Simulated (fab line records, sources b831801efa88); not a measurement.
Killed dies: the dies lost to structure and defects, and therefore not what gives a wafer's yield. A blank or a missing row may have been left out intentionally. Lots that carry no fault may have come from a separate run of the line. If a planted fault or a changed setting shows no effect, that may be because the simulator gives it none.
Matching of chambers -- flow gf180mcu -- GF_V4_CMP_04 on cmp-02: 4 sister chambers
The step polishes SiO2. 4 wafers are shown with their chamber, then 7 later ones without.

== EACH WAFER AND ITS CHAMBER ==
wafer,chamber,motor current A (A)
L617.4,3,10.8
L619.6,2,13.0
L625.1,1,13.8
L625.2,0,12.4

== WAFERS WHOSE CHAMBER IS MISSING ==
wafer,motor current A (A)
L625.3,11.2
L631.1,14.2
L631.4,12.0
L631.6,12.7
L629.2,13.5
L629.3,10.7
L629.5,12.8

== WHICH CHAMBER EACH WENT THROUGH ==
wafer,from the rows above,in truth
L625.3,3,3
L631.1,1,1
L631.4,can't be placed: 0 or 2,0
L631.6,can't be placed: 0 or 2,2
L629.2,can't be placed: 1 or 2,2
L629.3,3,3
L629.5,can't be placed: 2 or 0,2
Correct placement for 3 of the 7. From these rows, 4 cannot be placed; in 4 the true chamber is one of the candidates. Number placed wrongly: 0.
How it was worked out, from the rows above alone: a wafer's distance from a chamber is the root of the sum, over the readings, of the square of ((its reading less the chamber's mean) divided by the reading's scatter). If the next closest chamber is less than 2 further off than the closest, the wafer can't be placed; otherwise it belongs to the closest. A chamber's mean is the mean of its shown wafers. The scatter: with one shown wafer a chamber, the root of the mean of the squares of how far each hidden wafer lies from its nearest shown one.
